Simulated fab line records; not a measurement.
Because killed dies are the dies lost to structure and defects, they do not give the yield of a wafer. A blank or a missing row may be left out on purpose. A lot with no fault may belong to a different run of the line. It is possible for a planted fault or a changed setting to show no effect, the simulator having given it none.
What tool caused it? | flow sfqLine | 14 lots, 42 wafers sampled, at 4 steps of a route of 325

WHAT EACH GAUGE READ, for each wafer
SFQ_I1_OVL_MEAS_913.
lot  | measured     | on         | I1_OVL (nm)
L851 | day 23 18:18 | overlay-01 | 2 1 -1
L853 | day 24 09:54 | overlay-02 | 7 3 14
L855 | day 24 23:06 | overlay-01 | 6 6 3
L856 | day 25 14:42 | overlay-02 | 1 5 9
L857 | day 25 21:54 | overlay-02 | 13 9 9
L859 | day 27 00:18 | overlay-02 | 3 6 3
L860 | day 27 12:25 | overlay-01 | -2 1 -3
L863 | day 29 22:35 | overlay-01 | 5 6 11
L865 | day 30 13:00 | overlay-01 | 5 2 7
L870 | day 31 02:12 | overlay-02 | 2 -6 -6
L871 | day 31 03:24 | overlay-02 | -8 -5 -4
L872 | day 31 06:59 | overlay-01 | -1 -6 -4
L873 | day 31 09:24 | overlay-01 | 1 -2 0
L874 | day 33 22:45 | overlay-01 | 1 7 -4

EACH LOT AND THE TOOL THAT RAN IT (in order: tool; ch and the chambers of the sampled wafers; start)
lot  | SFQ_TRILAYER_L0_VIA_STRIP_STRIP_017 | SFQ_TRILAYER_M0_LITHO_COAT_021   | SFQ_TRILAYER_M0_BARC_OPEN_METAL_ETCH_031
L851 | rieMetal-03 ch 0, day 5 05:01       | lithoTrack-03 ch 0, day 5 06:50  | rieMetal-04 ch 0,1, day 7 15:32
L853 | rieMetal-01 ch 0,1, day 5 09:37     | lithoTrack-03 ch 0, day 5 10:59  | rieMetal-01 ch 1, day 7 23:56
L855 | rieMetal-04 ch 0,1, day 5 15:37     | lithoTrack-02 ch 0, day 5 16:59  | rieMetal-04 ch 0,1, day 8 13:16
L856 | rieMetal-01 ch 0,1, day 5 19:13     | lithoTrack-03 ch 0, day 5 20:35  | rieMetal-01 ch 0,1, day 8 20:28
L857 | rieMetal-03 ch 0, day 5 20:37       | lithoTrack-02 ch 0, day 5 22:26  | rieMetal-01 ch 0,1, day 9 01:16
L859 | rieMetal-01 ch 0, day 6 06:14       | lithoTrack-03 ch 0, day 6 07:36  | rieMetal-01 ch 1, day 9 20:28
L860 | rieMetal-03 ch 0, day 6 11:02       | lithoTrack-03 ch 0, day 6 13:00  | rieMetal-01 ch 0,1, day 10 06:04
L863 | rieMetal-01 ch 0, day 7 08:26       | lithoTrack-03 ch 0, day 7 09:49  | rieMetal-04 ch 0,1, day 11 20:25
L865 | rieMetal-03 ch 0,1, day 8 02:26     | lithoTrack-03 ch 0, day 8 03:52  | rieMetal-04 ch 0,1, day 12 10:49
L870 | rieMetal-01 ch 0,1, day 12 15:54    | lithoTrack-02 ch 0, day 12 17:11 | rieMetal-01 ch 0,1, day 13 23:04
L871 | rieMetal-04 ch 0,1, day 13 01:26    | lithoTrack-02 ch 0, day 13 03:05 | rieMetal-01 ch 0,1, day 14 01:28
L872 | rieMetal-01 ch 0,1, day 13 14:13    | lithoTrack-03 ch 0, day 13 15:36 | rieMetal-04 ch 1, day 14 06:14
L873 | rieMetal-01 ch 0,1, day 13 21:25    | lithoTrack-03 ch 0, day 13 22:51 | rieMetal-02 ch 0,1, day 14 07:59
L874 | rieMetal-03 ch 0,1, day 14 10:29    | lithoTrack-02 ch 0, day 14 11:51 | rieMetal-01 ch 0,1, day 19 17:22
- SFQ_TRILAYER_L0_VIA_STRIP_STRIP_017: strips in O2.
- SFQ_TRILAYER_M0_LITHO_COAT_021: resist thk 600 nm.
- SFQ_TRILAYER_M0_BARC_OPEN_METAL_ETCH_031: etches BARC in O2, target depth 125 nm, time 41.7 s.

WHAT THE TOOLS THEMSELVES READ (means of the sampled wafers that have a number; where no wafer has one, the mark that the record gives instead)
SFQ_TRILAYER_L0_VIA_STRIP_STRIP_017.
lot  | tool        | drypumpMotorCurrentA (A) | oesProductAu (a.u.)
L851 | rieMetal-03 | 5.0                      | 1.004
L853 | rieMetal-01 | 5.9                      | 0.996
L855 | rieMetal-04 | 5.1                      | 1.000
L856 | rieMetal-01 | 5.9                      | 0.990
L857 | rieMetal-03 | 4.9                      | 0.995
L859 | rieMetal-01 | 6.0                      | 0.994
L860 | rieMetal-03 | 4.9                      | 1.007
L863 | rieMetal-01 | 6.0                      | 0.985
L865 | rieMetal-03 | 5.8                      | 1.001
L870 | rieMetal-01 | 5.9                      | 1.006
L871 | rieMetal-04 | 5.1                      | 0.991
L872 | rieMetal-01 | 5.9                      | 0.999
L873 | rieMetal-01 | 5.9                      | 1.000
L874 | rieMetal-03 | 5.4                      | 1.005

SFQ_TRILAYER_M0_LITHO_COAT_021.
lot  | tool          | spinSpeedRpm (rpm)
L851 | lithoTrack-03 | 2998.4
L853 | lithoTrack-03 | 3000.1
L855 | lithoTrack-02 | 2998.6
L856 | lithoTrack-03 | 2997.8
L857 | lithoTrack-02 | 2998.6
L859 | lithoTrack-03 | 3001.0
L860 | lithoTrack-03 | 3000.1
L863 | lithoTrack-03 | 2932.0
L865 | lithoTrack-03 | 2929.2
L870 | lithoTrack-02 | 3002.4
L871 | lithoTrack-02 | 2999.8
L872 | lithoTrack-03 | 3001.9
L873 | lithoTrack-03 | 2999.2
L874 | lithoTrack-02 | 2997.6

SFQ_TRILAYER_M0_BARC_OPEN_METAL_ETCH_031.
lot  | tool        | drypumpMotorCurrentA (A) | oesProductAu (a.u.)
L851 | rieMetal-04 | 5.1                      | 0.684
L853 | rieMetal-01 | 5.8                      | 0.687
L855 | rieMetal-04 | 5.2                      | 0.687
L856 | rieMetal-01 | 5.9                      | 0.682
L857 | rieMetal-01 | 5.9                      | 0.682
L859 | rieMetal-01 | 5.8                      | 0.685
L860 | rieMetal-01 | 6.0                      | 0.686
L863 | rieMetal-04 | 5.1                      | 0.685
L865 | rieMetal-04 | 5.2                      | 0.683
L870 | rieMetal-01 | 6.0                      | 0.686
L871 | rieMetal-01 | 5.9                      | 0.691
L872 | rieMetal-04 | 5.0                      | 0.683
L873 | rieMetal-02 | 5.4                      | 0.688
L874 | rieMetal-01 | 5.9                      | 0.685

THE ANSWER, worked out from the rows above alone
Rule: what is usual is taken from the lots themselves. The widest of any qualifying gaps counts: lots, ordered by their means at a reading, are off when they make up no more than a third of the lots, leave a main group of 4 or more, and stand apart from it by 3 or more times the standard deviation of that group's means. A main group whose means are all the same, to the digits that the tables above print for the reading, isn't used. A lot without any number at a reading at which 4 lots or more have one is off too. The other lots that the step has rows for count as sound. After the gauges, taken in route order, come the tools' own readings; for these a lot's mean is taken, as printed above. At the first step where some lot is off, the reading lying furthest off is the one used; lots without a number count as furthest.
Off at SFQ_TRILAYER_M0_LITHO_COAT_021 (spinSpeedRpm): L863, L865. The main group has a mean of 2999.6 rpm with a standard deviation of 1.5.
If a tool, at that step or one of the process steps before it, ran each lot that is off and ran no sound lot following the first of them, it fits. None of those tried fits.

WHAT WAS PUT IN BY THE SIMULATOR
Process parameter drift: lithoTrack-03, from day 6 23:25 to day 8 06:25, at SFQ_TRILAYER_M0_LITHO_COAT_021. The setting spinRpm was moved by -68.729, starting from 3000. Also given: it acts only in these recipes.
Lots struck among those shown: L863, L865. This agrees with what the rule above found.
